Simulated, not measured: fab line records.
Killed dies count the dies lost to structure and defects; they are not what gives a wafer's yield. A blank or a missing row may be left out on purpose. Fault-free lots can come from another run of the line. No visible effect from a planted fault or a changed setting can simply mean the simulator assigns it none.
fab line records	flow sky130
record: lots: 14	wafers: 42	last_day: 50
route steps=708 shown NWELL@34 VT_ADJUST_LVTN@106
lots untouched by any fault: they come from a run of this same line in which no faults occurred
start_h: the number of hours between the record's first day and the start of the first shown wafer of the lot	wait_h: hours elapsed since this lot's preceding step	" identical to the entry in the row above	L1.1+2: several wafers, shown together as one row	- no value, or no start was given	* or withheld: withheld	< > ~ a bound
route shown NAME@n: NAME is a module with steps in the file, n the number in the route of the first one	usual: the fault-free wafers' mean and standard deviation	same: alike in all rows	chamber/n: place in a boat	sites: each site's reading	_std_site: how widely they spread, as a standard deviation	_edge_site: mean of outer sites minus mean of inner sites	radius_mm: for every site, how far away it sits from the centre of the wafer	mask NAME#n: copy n	behind: the most recent tool/chamber to have shaped the wafer	hold: why the lot went on hold/how many hours it stayed there/how the hold came to an end	device: transistor that didn't switch, given as n, p or np	end of line: the route-end tests of the same wafers	a step without rows: its recipe alone	killed: count of dies lost to structure and defects at first sort (not the wafer's yield)	map: a wafer's dies, x killed, . not, _ none there
set.NAME: the setting that was run; set.NAME@STEP: the one run at that earlier step	model.NAME: the simulator's own value behind a step, which no gauge read
one table for each step of the route and one row for each wafer, over a sample of lots
services: from which hour (start_h, from the record's first day; less than 0 if before it) a tool's chamber was out of use, for how many hours, and why
== steps ==
step: SKY_NWELL_THK_MEAS_02
recipe: reads: SiO2_of_NWELL_OXIDATION_01
usual: NWELL_OXIDATION_THK: 10.05/0.17
lot.wafer	tool	chamber	start_h	wait_h	NWELL_OXIDATION_THK[nm]
L981.1	film_metro-02	-	53.27	0.0	9.72
L981.3	"	-	"	"	9.80
L981.5	"	-	"	"	9.64
L982.1	film_metro-01	-	53.27	0.0	9.91
L982.3	"	-	"	"	9.88
L982.5	"	-	"	"	9.80
L984.1	film_metro-01	-	67.78	0.0	10.04
L984.4	"	-	"	"	9.96
L984.6	"	-	"	"	10.05
L983.2	film_metro-02	-	67.79	0.0	9.84
L983.4	"	-	"	"	10.01
L983.5	"	-	"	"	10.08
L985.2	film_metro-03	-	67.80	0.0	10.02
L985.3	"	-	"	"	9.96
L985.4	"	-	"	"	10.05
L986.2	film_metro-02	-	74.12	0.0	10.12
L986.3	"	-	"	"	10.38
L986.5	"	-	"	"	10.17
L990.3	film_metro-01	-	85.98	0.0	9.98
L990.4	"	-	"	"	9.86
L990.6	"	-	"	"	9.70
L991.1	film_metro-02	-	92.65	0.0	9.84
L991.2	"	-	"	"	9.91
L991.5	"	-	"	"	10.05
L993.2	film_metro-01	-	98.33	0.0	10.27
L993.3	"	-	"	"	10.22
L993.5	"	-	"	"	10.21
L992.1	film_metro-02	-	99.82	0.0	10.04
L992.3	"	-	"	"	9.91
L992.6	"	-	"	"	9.90
L995.3	film_metro-01	-	111.21	0.0	10.05
L995.5	"	-	"	"	10.20
L995.6	"	-	"	"	10.08
L998.3	film_metro-02	-	126.15	0.0	10.02
L998.5	"	-	"	"	9.91
L998.6	"	-	"	"	9.81
L999.2	film_metro-01	-	131.92	0.0	10.15
L999.3	"	-	"	"	10.18
L999.6	"	-	"	"	9.94
L103.1	film_metro-03	-	157.31	0.0	10.15
L103.5	"	-	"	"	10.09
L103.6	"	-	"	"	10.11
step: SKY_NWELL_TW_MEAS_15
usual: NWELL_TW: 1833/15
lot.wafer	tool	chamber	start_h	wait_h	NWELL_TW
L981.1	film_metro-01	-	101.96	0.1	1811
L981.3	"	-	"	"	1804
L981.5	"	-	"	"	1811
L982.1	film_metro-02	-	102.31	0.1	1833
L982.3	"	-	"	"	1828
L982.5	"	-	"	"	1828
L983.2	film_metro-03	-	118.78	0.1	1845
L983.4	"	-	"	"	1848
L983.5	"	-	"	"	1839
L984.1	film_metro-02	-	120.21	0.1	1838
L984.4	"	-	"	"	1845
L984.6	"	-	"	"	1845
L985.2	film_metro-02	-	120.58	0.1	1851
L985.3	"	-	"	"	1851
L985.4	"	-	"	"	1844
L986.2	film_metro-02	-	127.47	0.1	1839
L986.3	"	-	"	"	1838
L986.5	"	-	"	"	1839
L990.3	film_metro-01	-	140.28	0.1	1815
L990.4	"	-	"	"	1805
L990.6	"	-	"	"	1811
L991.1	film_metro-02	-	147.67	0.1	1831
L991.2	"	-	"	"	1830
L991.5	"	-	"	"	1832
L993.2	film_metro-01	-	154.17	0.1	1809
L993.3	"	-	"	"	1808
L993.5	"	-	"	"	1823
L992.1	film_metro-03	-	154.47	0.1	1843
L992.3	"	-	"	"	1840
L992.6	"	-	"	"	1842
L995.3	film_metro-02	-	168.08	0.1	1854
L995.5	"	-	"	"	1857
L995.6	"	-	"	"	1856
L998.3	film_metro-03	-	184.84	0.1	1827
L998.5	"	-	"	"	1846
L998.6	"	-	"	"	1840
L999.2	film_metro-01	-	191.08	0.1	1812
L999.3	"	-	"	"	1821
L999.6	"	-	"	"	1805
L103.1	film_metro-02	-	220.87	0.1	1839
L103.5	"	-	"	"	1841
L103.6	"	-	"	"	1839
step: SKY_NWELL_IMPLANT_24
recipe: species: B	energy_kev: 140	dose_cm2: 9.2e+12	tilt_deg: withheld
usual: dose_ions_cm2: 9.2e+12/1.2e+10	faraday_current_uA: 52.1/1.1
lot.wafer	tool	chamber	start_h	wait_h	dose_ions_cm2	faraday_current_uA
L981.1	implanter-02	0	119.01	0.0	9.186e+12	52.3
L981.3	"	0	"	"	9.186e+12	50.3
L981.5	"	0	"	"	9.201e+12	51.5
L982.1	implanter-01	0	119.81	0.0	9.21e+12	52.8
L982.3	"	0	"	"	9.21e+12	52.4
L982.5	"	0	"	"	9.183e+12	49.9
L983.2	implanter-02	0	137.20	0.0	9.2e+12	53.2
L983.4	"	0	"	"	9.2e+12	52.3
L983.5	"	0	"	"	9.2e+12	51.7
L984.1	implanter-01	0	138.47	0.0	9.202e+12	51.7
L984.4	"	0	"	"	9.188e+12	52.4
L984.6	"	0	"	"	9.193e+12	53.6
L985.2	implanter-02	0	139.38	0.0	9.198e+12	48.7
L985.3	"	0	"	"	9.221e+12	51.0
L985.4	"	0	"	"	9.211e+12	51.5
L986.2	implanter-01	0	146.03	0.0	9.215e+12	49.4
L986.3	"	0	"	"	9.197e+12	52.4
L986.5	"	0	"	"	9.198e+12	51.3
L990.3	implanter-02	0	158.82	0.1	9.201e+12	53.7
L990.4	"	0	"	"	9.181e+12	51.1
L990.6	"	0	"	"	9.191e+12	53.1
L991.1	implanter-02	0	166.71	0.0	9.195e+12	52.4
L991.2	"	0	"	"	9.204e+12	51.4
L991.5	"	0	"	"	9.202e+12	51.6
L993.2	implanter-03	0	174.14	0.0	1.1039e+13	64.9
L993.3	"	0	"	"	1.104e+13	63.3
L993.5	"	0	"	"	1.107e+13	63.5
L992.1	implanter-01	0	174.51	0.0	9.21e+12	51.0
L992.3	"	0	"	"	9.219e+12	51.8
L992.6	"	0	"	"	9.219e+12	52.7
L995.3	implanter-03	0	189.06	0.1	1.1042e+13	62.4
L995.5	"	0	"	"	1.1051e+13	62.5
L995.6	"	0	"	"	1.1037e+13	62.7
L998.3	implanter-01	0	206.11	0.1	9.186e+12	51.8
L998.5	"	0	"	"	9.189e+12	50.9
L998.6	"	0	"	"	9.188e+12	51.4
L999.2	implanter-01	0	212.73	0.0	9.184e+12	52.9
L999.3	"	0	"	"	9.204e+12	51.5
L999.6	"	0	"	"	9.202e+12	52.5
L103.1	implanter-02	0	243.52	0.0	9.193e+12	50.8
L103.5	"	0	"	"	9.196e+12	51.2
L103.6	"	0	"	"	9.196e+12	51.3
step: SKY_NWELL_TW_MEAS_26
usual: NWELL_2_TW: 497/4.3
lot.wafer	tool	chamber	start_h	wait_h	NWELL_2_TW
L981.1	film_metro-02	-	119.26	0.1	498
L981.3	"	-	"	"	497
L981.5	"	-	"	"	494
L982.1	film_metro-03	-	120.06	0.1	500
L982.3	"	-	"	"	501
L982.5	"	-	"	"	501
L983.2	film_metro-01	-	137.43	0.1	493
L983.4	"	-	"	"	493
L983.5	"	-	"	"	494
L984.1	film_metro-02	-	138.72	0.1	503
L984.4	"	-	"	"	499
L984.6	"	-	"	"	504
L985.2	film_metro-02	-	139.62	0.1	502
L985.3	"	-	"	"	501
L985.4	"	-	"	"	501
L986.2	film_metro-01	-	146.27	0.1	494
L986.3	"	-	"	"	495
L986.5	"	-	"	"	493
L990.3	film_metro-01	-	159.04	0.1	495
L990.4	"	-	"	"	490
L990.6	"	-	"	"	493
L991.1	film_metro-03	-	166.96	0.1	504
L991.2	"	-	"	"	503
L991.5	"	-	"	"	503
L993.2	film_metro-01	-	174.38	0.1	522
L993.3	"	-	"	"	524
L993.5	"	-	"	"	522
L992.1	film_metro-01	-	174.76	0.1	494
L992.3	"	-	"	"	494
L992.6	"	-	"	"	495
L995.3	film_metro-01	-	189.28	0.1	523
L995.5	"	-	"	"	523
L995.6	"	-	"	"	522
L998.3	film_metro-03	-	206.33	0.1	497
L998.5	"	-	"	"	497
L998.6	"	-	"	"	496
L999.2	film_metro-01	-	212.96	0.1	493
L999.3	"	-	"	"	496
L999.6	"	-	"	"	493
L103.1	film_metro-03	-	243.77	0.1	503
L103.5	"	-	"	"	500
L103.6	"	-	"	"	499
step: SKY_VT_ADJUST_LVTN_STRIP_09
recipe: chemistry: O2/N2	power_w: 1400	pressure_mtorr: 1500	platen_temp_c: withheld	o2_flow_sccm: 3000	n2_flow_sccm: 300	overash_fraction: 0.5
usual: drypump_motor_current_A: 5.7/0.3	o2_flow_sccm: 2998/9.8	oes_product_au: 0.722/0.0047	strip_time_to_endpoint_s: 36.88/0.092
lot.wafer	tool	chamber	start_h	wait_h	drypump_motor_current_A	o2_flow_sccm	oes_product_au	rf_hours_counter_h	strip_time_to_endpoint_s
L981.1	plasma_asher-04	1	155.87	0.1	6.1	3002	0.720	48	36.76
L981.3	"	1	"	"	6.1	2986	0.720	-	36.89
L981.5	"	1	"	"	6.1	2991	0.722	-	36.95
L982.1	plasma_asher-03	0	157.75	0.1	5.6	3012	0.726	50	36.88
L982.3	"	0	"	"	5.6	3008	0.726	-	37.00
L982.5	"	0	"	"	5.6	3005	0.722	-	36.87
L983.2	plasma_asher-04	0	176.60	0.1	5.8	3002	0.712	50	36.96
L983.4	"	1	"	"	6.2	2995	0.724	-	36.97
L983.5	"	0	"	"	5.8	3000	0.730	-	37.00
L984.1	plasma_asher-03	1	177.47	0.1	5.8	2996	0.718	52	36.84
L984.4	"	1	"	"	5.7	2998	0.733	-	36.82
L984.6	"	0	"	"	5.6	2997	0.725	-	36.78
L985.2	plasma_asher-01	0	178.62	0.1	5.7	3006	0.723	38	36.76
L985.3	"	0	"	"	5.7	3006	0.731	-	36.79
L985.4	"	1	"	"	5.1	2989	0.719	-	36.95
L986.2	plasma_asher-03	1	186.26	0.1	5.7	3006	0.718	53	36.95
L986.3	"	0	"	"	5.6	3000	0.726	-	36.89
L986.5	"	0	"	"	5.6	3002	0.727	-	36.83
L990.3	plasma_asher-01	0	200.74	0.1	5.7	3001	0.729	-	36.91
L990.4	"	1	"	"	5.1	2994	0.720	-	36.89
L990.6	"	0	"	"	5.7	2981	0.716	-	36.88
L991.1	plasma_asher-04	1	209.40	0.1	6.1	3017	0.714	53	36.87
L991.2	"	0	"	"	5.8	3001	0.729	53	36.86
L991.5	"	0	"	"	5.8	3013	0.723	-	36.96
L993.2	plasma_asher-03	0	217.40	0.1	5.6	3006	0.724	56	36.81
L993.3	"	1	"	"	5.8	3004	0.721	-	36.77
L993.5	"	1	"	"	5.8	2992	0.723	-	36.82
L992.1	plasma_asher-03	0	218.35	0.1	5.6	2988	0.729	57	36.82
L992.3	"	0	"	"	5.6	2987	0.725	-	36.90
L992.6	"	0	"	"	5.6	2997	0.727	-	37.03
L995.3	plasma_asher-04	1	234.75	0.1	6.1	3005	0.723	-	36.78
L995.5	"	1	"	"	6.1	3006	0.724	-	36.60
L995.6	"	0	"	"	5.8	2987	0.733	-	36.66
L998.3	plasma_asher-01	1	251.65	0.1	5.1	3009	0.726	-	36.93
L998.5	"	1	"	"	5.1	2999	0.720	-	36.83
L998.6	"	0	"	"	5.7	2994	0.718	-	36.83
L999.2	plasma_asher-01	1	258.42	0.1	5.1	3004	0.718	47	36.89
L999.3	"	0	"	"	5.7	2996	0.730	-	36.86
L999.6	"	0	"	"	5.7	2985	0.735	-	36.86
L103.1	plasma_asher-01	1	293.20	0.1	5.1	2989	0.725	50	36.96
L103.5	"	1	"	"	5.1	2989	0.721	-	36.84
L103.6	"	0	"	"	5.7	3003	0.713	-	36.91
== services ==
tool	chamber	start_h	hours	kind
implanter-02	-	104.66	1.3	repair
implanter-02	-	128.29	0.8	repair
implanter-03	-	130.44	5.9	pm
implanter-01	-	196.60	7.2	repair
plasma_asher-04	-	212.44	14.6	pm
implanter-02	-	216.12	10.5	repair
implanter-01	-	232.34	27.8	pm
implanter-01	-	262.03	1.9	repair
implanter-02	-	280.75	4.0	pm
== key ==
first_sign: step: SKY_NWELL_IMPLANT_24	reading: dose_ions_cm2	direction: up	sigmas: 99+	usual: *	struck: *
effect: step: SKY_NWELL_IMPLANT_24	reading: faraday_current_uA	direction: up	sigmas: 9.9	usual: 52.1	struck: 63.2
effect: step: SKY_NWELL_TW_MEAS_26	reading: NWELL_2_TW	direction: up	sigmas: 5.9	usual: 497	struck: 523
met_at SKY_NWELL_IMPLANT_24
struck_lots L993,L995
sort_left_out L993.2,L993.3,L993.5
tester_left_out L993,L995
not_acting_at SKY_NWELL_THK_MEAS_02,SKY_NWELL_TW_MEAS_15,SKY_VT_ADJUST_LVTN_STRIP_09
fault: kind: process_parameter_drift	tool: implanter-03	chamber: -	onset_h: 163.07	steps: SKY_NWELL_IMPLANT_24	channel: dose_cm2	offset: *	shape: step	end_h: 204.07	acts_in: *	stated: *
tester_left_out: of these lots the tester's yield and bins aren't shown, on N5 and GAA mostly nor the transistor test; their killed dies are dies lost to structure and defects alone, not to doping, threshold or leakage, so they don't give the yield
sort_left_out: the simulated sort isn't trusted on such a fault, so these wafers' sort isn't shown, and their yield isn't known
